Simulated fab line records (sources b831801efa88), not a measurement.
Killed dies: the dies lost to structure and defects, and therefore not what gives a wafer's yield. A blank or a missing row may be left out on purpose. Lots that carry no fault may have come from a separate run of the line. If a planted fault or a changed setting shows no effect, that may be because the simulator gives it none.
Which tool is to blame? ; flow gf180mcu ; 14 lots, 42 wafers sampled, at 5 steps of a route of 602

WHAT EACH GAUGE READ, for each wafer
GF_HV_LDD_RS_MEAS_53: measurement is done with a four-point probe. Usual: for HV_LDD_RS the level is 418.4 ohm/sq and the standard deviation is 0.81.
lot;measured;on;HV_LDD_RS (ohm/sq);flag
L807;day 13 19:56;film_metro-04;417.8 418.9 418.3;
L809;day 14 09:14;film_metro-01;418.9 418.4 417.9;
L810;day 14 20:56;film_metro-03;418.0 419.4 420.0;
L812;day 15 16:04;film_metro-04;419.5 420.2 418.7;
L813;day 15 18:49;film_metro-03;- - -;OFF
L814;day 16 07:23;film_metro-03;- - -;OFF
L816;day 16 23:01;film_metro-03;419.0 417.7 418.2;
L820;day 18 08:43;film_metro-04;418.9 418.7 418.6;
L821;day 18 14:11;film_metro-01;419.2 419.0 418.7;
L822;day 19 01:17;film_metro-01;418.4 417.7 417.7;
L823;day 19 06:52;film_metro-04;418.2 416.8 417.5;
L824;day 19 17:20;film_metro-03;418.3 417.9 418.2;
L825;day 19 23:07;film_metro-01;419.2 418.4 420.1;
L826;day 20 08:41;film_metro-03;416.9 418.2 417.5;

GF_NSD_OVL_MEAS_08. Usual: for NSD_OVL the level is 0.0 nm and the standard deviation is 1.3.
lot;measured;on;NSD_OVL (nm);flag
L807;day 14 19:36;overlay-02;1.3 2.2 2.0;
L809;day 15 09:07;overlay-01;-2.2 -1.1 -0.3;
L810;day 15 22:13;overlay-02;-1.0 -1.0 0.2;
L812;day 16 19:40;overlay-02;-0.4 -1.9 -1.0;
L816;day 18 01:16;overlay-01;-2.4 1.5 0.5;
L820;day 19 12:06;overlay-01;-0.1 1.4 -1.3;
L821;day 19 17:17;overlay-01;0.3 0.1 -0.3;
L822;day 20 05:01;overlay-01;0.0 -0.8 1.1;
L823;day 20 09:58;overlay-01;0.0 -0.8 -0.4;
L824;day 20 21:06;overlay-02;0.7 -0.6 -1.4;
L825;day 21 02:19;overlay-02;-0.9 -0.4 -0.7;
L826;day 21 11:21;overlay-01;1.4 0.4 0.7;

GF_NSD_TW_MEAS_12. Usual: for NSD_TW the level is 4241 and the standard deviation is 71.
lot;measured;on;NSD_TW;flag
L807;day 14 20:02;film_metro-01;4154 4098 4109;
L809;day 15 09:33;film_metro-02;4259 4284 4283;
L810;day 15 22:38;film_metro-04;4271 4259 4254;
L812;day 16 20:05;film_metro-04;4327 4297 4317;
L816;day 18 01:42;film_metro-04;4257 4246 4251;
L820;day 19 12:32;film_metro-02;4330 4312 4321;
L821;day 19 17:43;film_metro-02;4294 4292 4317;
L822;day 20 05:27;film_metro-02;4322 4277 4271;
L823;day 20 10:24;film_metro-02;4311 4296 4306;
L824;day 20 21:32;film_metro-01;4114 4133 4136;
L825;day 21 02:45;film_metro-01;4180 4168 4168;
L826;day 21 11:47;film_metro-01;4160 4172 4148;

WHAT TOOL EACH LOT RAN ON (gives the tool, then ch and the chambers of the sampled wafers, and finally the start)
lot;GF_HV_LDD_RTA_52;GF_HV_LDD_ETCHBACK_58
L807;rtp_anneal-02 ch 0, day 13 19:52;rie_diel-02 ch 0,1, day 13 22:38
L809;rtp_anneal-01 ch 0, day 14 09:10;rie_diel-02 ch 1,2, day 14 11:56
L810;rtp_anneal-01 ch 0, day 14 20:52;rie_diel-02 ch 0,1,2, day 15 00:08
L812;rtp_anneal-01 ch 0, day 15 16:00;rie_diel-03 ch 2,3, day 15 21:22
L813;rtp_anneal-02, day 15 18:44;rie_diel-04 ch 0,1,2, day 15 23:52
L814;rtp_anneal-02, day 16 07:19;rie_diel-04 ch 0,1, day 16 10:34
L816;rtp_anneal-01 ch 0, day 16 22:56;rie_diel-03 ch 0,3, day 17 01:40
L820;rtp_anneal-01 ch 0, day 18 08:38;rie_diel-02 ch 0,1,3, day 18 11:23
L821;rtp_anneal-01 ch 0, day 18 14:07;rie_diel-02 ch 0,3, day 18 16:52
L822;rtp_anneal-01 ch 0, day 19 01:13;rie_diel-02 ch 0,2,3, day 19 03:58
L823;rtp_anneal-01 ch 0, day 19 06:47;rie_diel-04 ch 0,2,3, day 19 09:31
L824;rtp_anneal-01 ch 0, day 19 17:16;rie_diel-02 ch 1,2,3, day 19 20:32
L825;rtp_anneal-02 ch 0, day 19 23:02;rie_diel-02 ch 1,2,3, day 20 01:46
L826;rtp_anneal-02 ch 0, day 20 08:37;rie_diel-04 ch 0,3, day 20 11:22
- GF_HV_LDD_RTA_52: time 10 s.
- GF_HV_LDD_ETCHBACK_58: etches Si3N4 in CH3F/O2, stops on SiO2, time 100 s, target depth 90 nm.

AS READ BY THE TOOLS THEMSELVES (means over the sampled wafers that have a number; for cases with no such wafer, the mark the record gives instead)
GF_HV_LDD_RTA_52. Usual: anneal_temp_c_max 1006.1, standard deviation 1.8; chamber_o2_ppm 2.002, standard deviation 0.022; lamp_power_pct 34 %, standard deviation 8.2; wafer_temp_C_max 1003.8, standard deviation 0.78.
lot;tool;anneal_temp_c_max;chamber_o2_ppm;lamp_power_pct (%);wafer_temp_C_max;flag
L807;rtp_anneal-02;1007.3;1.998;43;1003.3;
L809;rtp_anneal-01;1004.5;1.970;27;1003.5;
L810;rtp_anneal-01;1004.7;1.995;27;1004.0;
L812;rtp_anneal-01;1005.0;2.013;27;1004.0;
L813;rtp_anneal-02;-;-;-;-;OFF
L814;rtp_anneal-02;-;-;-;-;OFF
L816;rtp_anneal-01;1004.6;2.031;27;1003.1;
L820;rtp_anneal-01;1005.0;1.986;27;1003.9;
L821;rtp_anneal-01;1004.5;2.000;27;1003.7;
L822;rtp_anneal-01;1005.3;2.001;27;1003.2;
L823;rtp_anneal-01;1005.1;1.999;27;1004.5;
L824;rtp_anneal-01;1005.2;2.017;27;1003.2;
L825;rtp_anneal-02;1008.3;1.976;43;1004.0;
L826;rtp_anneal-02;1007.8;2.006;43;1002.8;

GF_HV_LDD_ETCHBACK_58. Usual: drypump_motor_current_A 5.7 A, standard deviation 0.42; oes_product_au 0.840 a.u., standard deviation 0.0066; throttle_valve_pct 10.562 %, standard deviation 0.0094.
lot;tool;drypump_motor_current_A (A);oes_product_au (a.u.);throttle_valve_pct (%);flag
L807;rie_diel-02;6.0;0.839;10.571;
L809;rie_diel-02;6.1;0.841;10.567;
L810;rie_diel-02;5.9;0.837;10.561;
L812;rie_diel-03;5.3;0.844;10.566;
L813;rie_diel-04;5.9;0.846;10.568;
L814;rie_diel-04;6.1;0.835;10.561;
L816;rie_diel-03;5.0;0.838;10.560;
L820;rie_diel-02;5.9;0.841;10.560;
L821;rie_diel-02;5.6;0.840;10.571;
L822;rie_diel-02;5.9;0.829;10.558;
L823;rie_diel-04;5.9;0.831;10.560;
L824;rie_diel-02;6.0;0.832;10.569;
L825;rie_diel-02;6.0;0.836;10.568;
L826;rie_diel-04;6.1;0.847;10.558;

THE ANSWER, worked out from the rows above alone
Rule: a lot is off if the mean of its wafers that have a number lies more than 3 standard deviations from the usual mean. A lot without any number at a reading at which 4 lots or more have one is off too. All remaining lots with rows at the step are treated as sound. The gauges are gone through in route order, then the tools' own readings, and for those a lot's mean is taken as printed above. The first step at which some lot is off is used, and at that step the reading that is off furthest; a lot without a number counts as furthest.
Off: at GF_HV_LDD_RS_MEAS_53 (HV_LDD_RS), L813, L814. Without a number there: L813, L814.
A tool fits if, at a process step before that reading, it ran every lot that is off, and no sound lot after the first of them. Not tried: the gauges at GF_HV_LDD_RS_MEAS_53; whatever is off there is also off at GF_HV_LDD_RTA_52, on other tools, and gauge error can't account for it. No candidate that was tried fits.

WHAT THE SIMULATOR PUT IN
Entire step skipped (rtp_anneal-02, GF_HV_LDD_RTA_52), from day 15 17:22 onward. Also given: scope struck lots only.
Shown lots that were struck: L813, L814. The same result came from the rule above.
